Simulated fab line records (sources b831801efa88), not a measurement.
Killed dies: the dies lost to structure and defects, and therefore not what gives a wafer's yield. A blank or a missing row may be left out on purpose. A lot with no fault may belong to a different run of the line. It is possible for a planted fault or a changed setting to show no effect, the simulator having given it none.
2 desks looking at one fault	flow sky130	only its own numbers are on each desk; what lay behind them is given at the end

## METROLOGY DESK
Lot by lot, what the gauges showed, no matter which tool ran the lot: averages of those sampled wafers that carry a number. Marked OUT: a lot whose mean sits more than 4 standard deviations from the usual mean, which makes it out of limits; the brackets give that distance.
Columns: A = INCOMING_BOW at SKY_FIELD_ISO_BOW_MEAS_00, usual 0 um; B = FIELD_ISO_OXIDATION_00_THK at SKY_FIELD_ISO_THK_MEAS_02, usual 12.17 nm; C = cd nm at SKY_FIELD_ISO_CD_MEAS_13, usual 150.4 nm; D = cd nm at SKY_VT_ADJUST_HVTR_CD_MEAS_07, usual 379.6 nm; E = VT_ADJUST_HVTR_OVL at SKY_VT_ADJUST_HVTR_OVL_MEAS_08, usual -0.4 nm; F = VT_ADJUST_HVTR_TW at SKY_VT_ADJUST_HVTR_TW_MEAS_11, usual 210.0
lot	first seen here	A	B	C	D	E	F
L133	day 1 10:00	1	12.39	150.2	380.8	0.7	208.3
L134	day 1 15:00	2	11.86	151.1	377.2	1.0	211.7
L135	day 1 20:02	1	11.70	149.8	382.6	-0.7	211.1
L138	day 2 11:02	-4	12.59	152.2	-	-	30.0 (-99 or more) OUT
L139	day 2 16:01	-2	12.48	149.9	377.4	2.2	119.3 (-76) OUT
L141	day 3 02:01	0	11.96	150.3	380.2	-4.3	120.8 (-74) OUT
L146	day 4 03:00	-3	12.17	149.5	380.4	-0.9	210.1
L148	day 4 13:00	5	12.48	149.4	381.9	-0.1	208.5
L149	day 4 18:04	0	12.33	151.3	380.5	0.0	208.8
L150	day 4 23:01	-0	12.29	147.4	382.9	-0.3	210.1
L151	day 5 04:02	5	12.44	149.1	375.9	-0.3	209.8
L152	day 5 09:01	-2	12.05	150.3	376.0	0.3	210.3
L156	day 6 05:02	1	12.08	150.9	375.6	1.4	211.2
Finding of this desk: L138, L139, L141 out of limits, first seen on L138 at day 11 00:44 (VT_ADJUST_HVTR_TW at SKY_VT_ADJUST_HVTR_TW_MEAS_11). L133, L134, L135, L146, L148, L149, L150, L151, L152, L156 stayed within limits.

## FOR THE TOOL OWNER'S DESK: litho track-02
The tool's own readings at SKY_VT_ADJUST_HVTR_DEVELOP_06 (develop time 60 s): means of the sampled wafers that have a number, for each lot that ran on this tool. Marked OUT: a lot whose mean sits more than 4 standard deviations from the usual mean, which makes it out of limits; the brackets give that distance.
Columns: A = chill plate temp C at SKY_VT_ADJUST_HVTR_DEVELOP_06, usual 23.02 C
lot	first seen here	A
L133	day 9 12:31	23.03
L138	day 11 00:13	23.11
L139	day 11 07:05	22.98
L141	day 11 18:41	23.10
L150	day 15 05:02	23.08
This desk's verdict: no lot among the 5 shows anything out of limits.

## TAKEN TOGETHER
L138, L139, L141 would have let the metrology desk raise an alarm at day 11 00:44.
The tool owner's desk saw nothing out of limits.
The tool owner's desk has L138, L139, L141 on record, within its limits.
SKY_VT_ADJUST_HVTR_DEVELOP_06 was run on litho track-02 by each of the lots named.

## WHAT THE SIMULATOR HAD INSERTED
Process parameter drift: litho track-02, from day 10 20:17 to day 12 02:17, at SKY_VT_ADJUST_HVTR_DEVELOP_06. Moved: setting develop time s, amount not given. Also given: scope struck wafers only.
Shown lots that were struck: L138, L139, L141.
Delay in hours, fault start to first out-of-limits reading, per desk: metrology desk 4.
